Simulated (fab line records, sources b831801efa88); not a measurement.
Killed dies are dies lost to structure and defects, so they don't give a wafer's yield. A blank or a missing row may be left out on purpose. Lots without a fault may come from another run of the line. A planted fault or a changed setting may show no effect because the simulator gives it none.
Tool commonality check | flow gf180mcu | 12 lots, 42 wafers sampled

WHY IT WAS OPENED
At GF_HV_LDD_TW_MEAS_38 the reading HV_LDD_3_TW is flagged on 2 of 12 lots. Wafers without a fault read 1452, standard deviation 21.
Rule: a lot is flagged when every wafer of it that has a number lies more than 4 standard deviations from that mean, or none has a number. The other lots count as sound.

lot  | measured     | on            | HV_LDD_3_TW, wafer by wafer   | flag
L788 | day 11 21:16 | film_metro-03 | 1430 1422 1416                |
L792 | day 13 04:38 | film_metro-04 | 1481 1474 1460                |
L793 | day 13 09:55 | film_metro-04 | 1808 1813 1814 1811 1816 1811 | FLAGGED
L794 | day 13 18:05 | film_metro-04 | 1812 1807 1819 1801 1803 1806 | FLAGGED
L795 | day 13 19:33 | film_metro-04 | 1479 1476 1480                |
L801 | day 15 13:07 | film_metro-02 | 1440 1436 1426                |
L803 | day 16 06:05 | film_metro-02 | 1438 1435 1430                |
L805 | day 16 23:13 | film_metro-04 | 1480 1474 1469                |
L806 | day 17 10:42 | film_metro-02 | 1432 1435 1441                |
L808 | day 17 21:07 | film_metro-03 | 1418 1423 1420                |
L809 | day 18 05:43 | film_metro-02 | 1445 1441 1437                |
L810 | day 18 17:46 | film_metro-02 | 1443 1440 1437                |
The numbers of the flagged lots are 1810 on average: +358 against the usual, or +17 standard deviations.

WHICH TOOL RAN EACH LOT
The record holds 2 process steps before the reading, out of a route of 602 steps. In each cell: the tool, then ch and the chambers that the sampled wafers went through, then the start.
lot  | flag    | GF_DNWELL_STRIP_08                  | GF_HV_LDD_IMPLANT_36
L788 |         | plasma_asher-04 ch 0,1, day 3 02:14 | implanter-04 ch 0, day 11 21:01
L792 |         | plasma_asher-01 ch 0,1, day 4 01:05 | implanter-04 ch 0, day 13 04:24
L793 | FLAGGED | plasma_asher-02 ch 0,1, day 4 03:59 | implanter-01 ch 0, day 13 09:41
L794 | FLAGGED | plasma_asher-04 ch 0,1, day 4 16:50 | implanter-01 ch 0, day 13 17:51
L795 |         | plasma_asher-01 ch 0,1, day 4 17:04 | implanter-04 ch 0, day 13 19:18
L801 |         | plasma_asher-01 ch 0,1, day 5 21:02 | implanter-04 ch 0, day 15 12:53
L803 |         | plasma_asher-02 ch 0,1, day 6 07:14 | implanter-04 ch 0, day 16 05:52
L805 |         | plasma_asher-04 ch 0,1, day 6 19:23 | implanter-01 ch 0, day 16 22:59
L806 |         | plasma_asher-01 ch 0,1, day 7 01:20 | implanter-03 ch 0, day 17 10:27
L808 |         | plasma_asher-04 ch 0,1, day 7 10:20 | implanter-01 ch 0, day 17 20:52
L809 |         | plasma_asher-01 ch 0,1, day 7 17:10 | implanter-04 ch 0, day 18 05:28
L810 |         | plasma_asher-01 ch 1, day 7 21:05   | implanter-03 ch 0, day 18 17:32
What these steps do:
- GF_DNWELL_STRIP_08: strips in O2/N2.
- GF_HV_LDD_IMPLANT_36
- GF_HV_LDD_TW_MEAS_38

FLAGGED OVER TOTAL, TOOL BY TOOL (the gauges that took the reading come last)
step                 | tool            | lots run | flagged | share of the flagged lots | sound lots run after its first flagged lot
GF_DNWELL_STRIP_08   | plasma_asher-01 | 6        | 0       | none                      | -
GF_DNWELL_STRIP_08   | plasma_asher-02 | 2        | 1       | some                      | 1 (L803)
GF_DNWELL_STRIP_08   | plasma_asher-04 | 4        | 1       | some                      | 2 (L805,L808)
GF_HV_LDD_IMPLANT_36 | implanter-01    | 4        | 2       | all                       | 2 (L805,L808)
GF_HV_LDD_IMPLANT_36 | implanter-03    | 2        | 0       | none                      | -
GF_HV_LDD_IMPLANT_36 | implanter-04    | 6        | 0       | none                      | -
GF_HV_LDD_TW_MEAS_38 | film_metro-02   | 5        | 0       | none                      | -
GF_HV_LDD_TW_MEAS_38 | film_metro-03   | 2        | 0       | none                      | -
GF_HV_LDD_TW_MEAS_38 | film_metro-04   | 5        | 2       | all                       | 2 (L795,L805)

WHAT THE TABLE ALLOWS
2 rows of the table ran every flagged lot: implanter-01 at GF_HV_LDD_IMPLANT_36, film_metro-04 at GF_HV_LDD_TW_MEAS_38.
- implanter-01 at GF_HV_LDD_IMPLANT_36: 2 of its 4 lots flagged. Sound lots ran on it after the first flagged one (L805, L808), which a lasting fault on the whole tool wouldn't allow. Its own readings lie more than 4 standard deviations out on every wafer of the flagged lots: dose_ions_cm2, faraday_current_uA.
- film_metro-04 at GF_HV_LDD_TW_MEAS_38: 2 of its 5 lots flagged. Sound lots ran on it after the first flagged one (L795, L805), which a lasting fault on the whole tool wouldn't allow.
No row of the table ran every flagged lot and no sound lot after the first.

WHAT THE SIMULATOR HAD PUT IN
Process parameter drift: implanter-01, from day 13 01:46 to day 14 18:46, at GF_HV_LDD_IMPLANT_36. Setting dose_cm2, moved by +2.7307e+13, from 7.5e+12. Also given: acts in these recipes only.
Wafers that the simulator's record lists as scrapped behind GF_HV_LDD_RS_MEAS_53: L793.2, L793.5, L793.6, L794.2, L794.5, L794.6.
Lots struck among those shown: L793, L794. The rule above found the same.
